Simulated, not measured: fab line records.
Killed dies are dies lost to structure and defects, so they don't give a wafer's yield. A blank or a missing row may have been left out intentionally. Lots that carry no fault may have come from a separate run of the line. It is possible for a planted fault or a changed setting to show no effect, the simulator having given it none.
8D (eight disciplines) problem report, filled in by code | flow gf180mcu | the parts of the form that need people (team, actions taken, sign-off) are left out

== 1. WHAT WENT WRONG ==
Mean of run length s at GF_M3_METAL_ETCH_16: 135.6 s across 6 wafers in 2 lots; on wafers with no fault it is 153.8 s (standard deviation 0.94). Relative to the usual mean, that is a shift of -19 standard deviations.
The step: etches the open film in Cl2/BCl3, stops on SiO2, target depth 750.8 nm, time 125.1 s.
Seen first at day 27 17:01 on rie metal-01, wafer L351.4. The record has a number at this step for 33 wafers belonging to 11 lots. The rule behind "out" and "out of limits": a value lying over 4 standard deviations away from the usual mean. The other wafers with a number count as sound.

== 2. WHAT IT IS; WHAT IT IS NOT ==
question                    | is                     | is not
which readings at this step | run length s           | drypump motor current A
which lots                  | L351, L352             | L333, L334, L335, L337, L339, L340, L341, L343, L355
which wafers of those lots  | all that have a number | -
read on which tools         | rie metal-01           | rie metal-02, rie metal-03
when                        | from day 27 17:01      | up to then (24 sound wafers); but 3 sound wafers of L355 came after

== 3. WHAT RULES OUT EACH SUSPECT ==
Counting: any tool at a process step up to the reading is kept as a suspect provided that every lot that is out went through it and no sound lot did after the first of them.
- rie metal-01 at GF_M3_METAL_ETCH_16 (etches the open film in Cl2/BCl3, stops on SiO2, target depth 750.8 nm, time 125.1 s): kept. It ran every lot that is out, first L351 (day 27 17:01), and no sound lot after that; its last sound lot up to then is L343 (day 25 10:47). Its own readings are out on those wafers: run length s.
Remaining after the count: rie metal-01 at GF_M3_METAL_ETCH_16.

== 4. THE CAUSE (what the simulator had put in) ==
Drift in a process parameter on rie metal-01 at GF_M3_METAL_ETCH_16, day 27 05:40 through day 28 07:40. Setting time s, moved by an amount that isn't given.
After counting, this tool was the only one left.

== 5. THE CHAIN OF EFFECTS, in route order ==
Rows list readings where the struck wafers' mean (over those with a number) sits beyond 3 standard deviations from the usual. Only readings whose record carries a usual standard deviation are examined. hours: median over the lots of the time between each lot's start at the first step of this table that gives one and its start at this step. sigmas: the change, counted in usual standard deviations.
hours | step                | reading                  | usual   | on struck wafers | change | sigmas
0     | GF_M3_METAL_ETCH_16 | run length s             | 153.8 s | 135.6            | -18.2  | -19
0     | GF_M3_STRIP_17      | strip time to endpoint s | 7.36 s  | 7.80             | +0.44  | +9.3
The process steps in it:
- GF_M3_METAL_ETCH_16: etches the open film in Cl2/BCl3, stops on SiO2, target depth 750.8 nm, time 125.1 s.
- GF_M3_STRIP_17: strips in O2/N2.

== 6. WHAT WOULD HAVE CAUGHT IT SOONER ==
In this record no reading fell out of limits until day 27 17:01, 11 hours after the fault had begun at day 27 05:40.
